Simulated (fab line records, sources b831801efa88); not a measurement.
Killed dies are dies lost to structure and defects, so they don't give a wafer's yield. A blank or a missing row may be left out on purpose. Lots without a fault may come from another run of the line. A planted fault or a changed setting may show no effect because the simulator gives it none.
Which tool did it? | flow sky130 | 14 lots, 42 wafers sampled, at 4 steps of a route of 708

WHAT THE GAUGES READ, wafer by wafer
SKY_PASSIVATION_THK_MEAS_01.
lot  | measured     | on            | PASSIVATION_CVD_00_THK (nm)
L616 | day 43 10:13 | film_metro-02 | 90.5 90.4 90.2
L617 | day 43 15:14 | film_metro-01 | 91.8 91.6 92.3
L618 | day 44 00:27 | film_metro-02 | 88.8 87.5 86.7
L619 | day 44 06:31 | film_metro-04 | 88.7 89.0 89.8
L620 | day 45 03:09 | film_metro-02 | 88.9 91.3 92.2
L621 | day 45 12:34 | film_metro-04 | 90.3 90.2 91.7
L622 | day 45 15:37 | film_metro-02 | 91.6 89.4 92.2
L624 | day 45 20:07 | film_metro-04 | 90.5 91.6 91.6
L626 | day 46 10:54 | film_metro-02 | 90.8 90.3 90.5
L627 | day 46 20:32 | film_metro-02 | 90.2 88.9 89.6
L628 | day 46 22:17 | film_metro-01 | 88.6 89.8 91.9
L630 | day 47 06:23 | film_metro-02 | 88.5 90.2 90.5
L635 | day 48 18:47 | film_metro-01 | 90.2 91.6 91.7
L637 | day 49 06:35 | film_metro-02 | 92.0 93.5 91.1

SKY_PASSIVATION_THK_MEAS_03.
lot  | measured     | on            | PASSIVATION_CVD_02_THK (nm)
L616 | day 43 10:29 | film_metro-02 | 534 543 540
L617 | day 43 15:31 | film_metro-04 | 539 551 542
L618 | day 44 00:44 | film_metro-04 | 527 541 537
L619 | day 44 06:49 | film_metro-01 | 534 538 547
L620 | day 45 03:33 | film_metro-04 | 538 539 541
L621 | day 45 12:58 | film_metro-02 | 531 545 543
L622 | day 45 16:01 | film_metro-01 | 530 547 551
L624 | day 45 20:51 | film_metro-04 | 538 545 549
L626 | day 46 11:11 | film_metro-01 | 536 545 543
L627 | day 46 20:56 | film_metro-02 | 531 541 547
L628 | day 46 22:34 | film_metro-04 | 545 530 550
L630 | day 47 06:47 | film_metro-02 | 534 545 547
L635 | day 48 19:04 | film_metro-04 | 543 554 546
L637 | day 49 06:55 | film_metro-04 | 530 542 543

WHICH TOOL RAN EACH LOT (tool, then ch and the chambers of the sampled wafers, then the start)
lot  | SKY_FIELD_ISO_CVD_24            | SKY_PASSIVATION_CVD_02
L616 | hdpcvd-02 ch 1,2, day 2 08:26   | pecvd-04 ch 1,2, day 43 10:16
L617 | hdpcvd-02 ch 1,2, day 2 13:36   | pecvd-04 ch 0,1,2, day 43 15:17
L618 | hdpcvd-01 ch 0,1,2, day 2 16:29 | pecvd-01 ch 0,1,2, day 44 00:31
L619 | hdpcvd-02 ch 0,2, day 2 22:44   | pecvd-04 ch 0,1,2, day 44 06:35
L620 | hdpcvd-01 ch 0,1,2, day 3 09:56 | pecvd-03 ch 0,1, day 45 03:13
L621 | hdpcvd-02 ch 0,1,2, day 3 12:57 | pecvd-03 ch 0,1, day 45 12:38
L622 | hdpcvd-02 ch 0,1,2, day 3 15:32 | pecvd-03 ch 0,1, day 45 15:41
L624 | hdpcvd-02 ch 1,2, day 4 00:07   | pecvd-03 ch 0, day 45 20:10
L626 | hdpcvd-02 ch 0,1,2, day 4 11:41 | pecvd-04 ch 1,2, day 46 10:57
L627 | hdpcvd-02 ch 0,1, day 4 17:11   | pecvd-03 ch 0,1, day 46 20:35
L628 | hdpcvd-02 ch 0,2, day 4 23:14   | pecvd-01 ch 0,2, day 46 22:20
L630 | hdpcvd-02 ch 0,2, day 5 07:28   | pecvd-03 ch 0,1, day 47 06:27
L635 | hdpcvd-01 ch 0,2, day 6 11:08   | pecvd-03 ch 0,2, day 48 18:50
L637 | hdpcvd-01 ch 0,2, day 6 23:41   | pecvd-04 ch 0,1,2, day 49 06:39
- SKY_FIELD_ISO_CVD_24: deposits SiO2, target thk 595 nm, time 99.2 s.
- SKY_PASSIVATION_CVD_02: deposits Si3N4, target thk 540 nm.

WHAT THE TOOLS THEMSELVES READ (means of the sampled wafers that have a number; where no wafer has one, the mark that the record gives instead)
SKY_PASSIVATION_CVD_02.
lot  | tool     | heater_power_w (W)
L616 | pecvd-04 | 651
L617 | pecvd-04 | 713
L618 | pecvd-01 | 587
L619 | pecvd-04 | 710
L620 | pecvd-03 | 608
L621 | pecvd-03 | 656
L622 | pecvd-03 | 653
L624 | pecvd-03 | 604
L626 | pecvd-04 | 627
L627 | pecvd-03 | 727
L628 | pecvd-01 | 727
L630 | pecvd-03 | 682
L635 | pecvd-03 | 654
L637 | pecvd-04 | 710

THE ANSWER, worked out from the rows above alone
Rule: what is usual is taken from the lots themselves. Put in order of their means at a reading, lots are off if they are a third of the lots or fewer, leave a main group of 4 or more, and stand apart from it by a gap of 3 or more times the standard deviation of the main group's means; of several such gaps the widest counts. A main group whose means are all the same, to the digits that the tables above print for the reading, isn't used. A lot without any number at a reading at which 4 lots or more have one is off too. The other lots that the step has rows for count as sound. The gauges are gone through in route order, then the tools' own readings, and for those a lot's mean is taken as printed above. The first step at which some lot is off is used, and at that step the reading that is off furthest; a lot without a number counts as furthest.
No lot is off at any reading shown: from this, nothing can be told.

WHAT THE SIMULATOR HAD PUT IN
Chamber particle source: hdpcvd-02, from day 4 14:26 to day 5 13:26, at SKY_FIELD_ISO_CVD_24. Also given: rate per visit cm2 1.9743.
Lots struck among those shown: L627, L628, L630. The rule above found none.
